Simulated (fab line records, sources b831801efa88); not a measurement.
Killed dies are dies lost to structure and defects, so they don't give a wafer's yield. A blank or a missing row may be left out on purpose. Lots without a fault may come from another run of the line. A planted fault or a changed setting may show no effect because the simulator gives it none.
Problem report in the 8D (eight disciplines) form, filled by code | flow sky130 | the parts of the form that need people (team, actions taken, sign-off) are left out

1. THE PROBLEM
PASSIVATION_CVD_02_THK at SKY_PASSIVATION_THK_MEAS_03 reads a mean of 599 nm on 6 wafers of 2 lots; wafers without a fault read 542 nm with a standard deviation of 7.1. That is +8.1 standard deviations from the usual mean.
First seen on wafer L659.2, day 46 09:04, on film_metro-01. The record holds 33 wafers of 11 lots with a number at this step. Rule for "out", or "out of limits": more than 4 standard deviations from the usual mean. The other wafers with a number count as sound.

2. WHAT IT IS AND WHAT IT IS NOT
question                    | is                           | is not
which readings at this step | PASSIVATION_CVD_02_THK       | -
which lots                  | L659, L660                   | L653, L655, L656, L658, L665, L669, L670, L671, L673
which wafers of those lots  | all that have a number       | -
read on which gauges        | film_metro-01, film_metro-04 | film_metro-02
when                        | from day 46 09:04            | up to then (12 sound wafers); but 15 sound wafers of L665, L669, L670, L671, L673 came after

3. SUSPECTS, AND WHAT RULES EACH OUT
Counting: a tool at a process step up to the reading stays a suspect if it ran every lot that is out and no sound lot after the first of them.
- the gauge at SKY_PASSIVATION_THK_MEAS_03: ruled out. The wafers that are out were read on 2 gauges (film_metro-01, film_metro-04).
- pecvd-04 at SKY_PASSIVATION_CVD_02 (deposits Si3N4, target thk 540 nm): ruled out as a lasting fault. Sound lots L670, L671 ran on it after its first lot that is out, L659 (day 46 08:43).
Left after counting: nothing in the record.

4. THE CAUSE (what the simulator had put in)
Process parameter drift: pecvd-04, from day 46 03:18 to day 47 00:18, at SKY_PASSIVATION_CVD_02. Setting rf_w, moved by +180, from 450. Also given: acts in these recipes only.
Counting ruled it out, wrongly: the rule takes a fault to strike every lot that its tool runs from its start on, and this one did not.

5. THE CHAIN OF EFFECTS, in route order
Each row: a reading whose mean over the struck wafers that have a number lies more than 3 standard deviations from the usual. Only readings for which the record gives a usual standard deviation are gone through. hours: the time from each lot's start at the first step in this table that gives one to its start at this step, as a median over the lots. sigmas: the change in usual standard deviations.
hours | step                        | reading                | usual   | on struck wafers | change | sigmas
0     | SKY_PASSIVATION_CVD_02      | rf_fwd_power_W         | 449.3 W | 628.7            | +179.4 | +99 or more
0     | SKY_PASSIVATION_THK_MEAS_03 | PASSIVATION_CVD_02_THK | 542 nm  | 599              | +57    | +8.1
43    | SKY_PAD_OPEN_PROBE_99       | killed_at_other        | 0.4     | 9.3              | +8.9   | +14
The process steps in it:
- SKY_PASSIVATION_CVD_02: deposits Si3N4, target thk 540 nm.
- SKY_PAD_OPEN_PROBE_99
Later measuring or inspecting steps at which every struck wafer that the step has a row for has a number for every such reading, and none has moved that far: SKY_PAD_OPEN_BOW_MEAS_13.

6. WHAT WOULD HAVE CAUGHT IT SOONER
In this record the first reading out of limits at a measuring or inspecting step was taken at day 46 09:04, 6 hours after the fault began at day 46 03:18.
The tool's own readings at SKY_PASSIVATION_CVD_02 were out on every struck wafer that the step has a row for (rf_fwd_power_W): an alarm limit on them would have fired on the first of those.
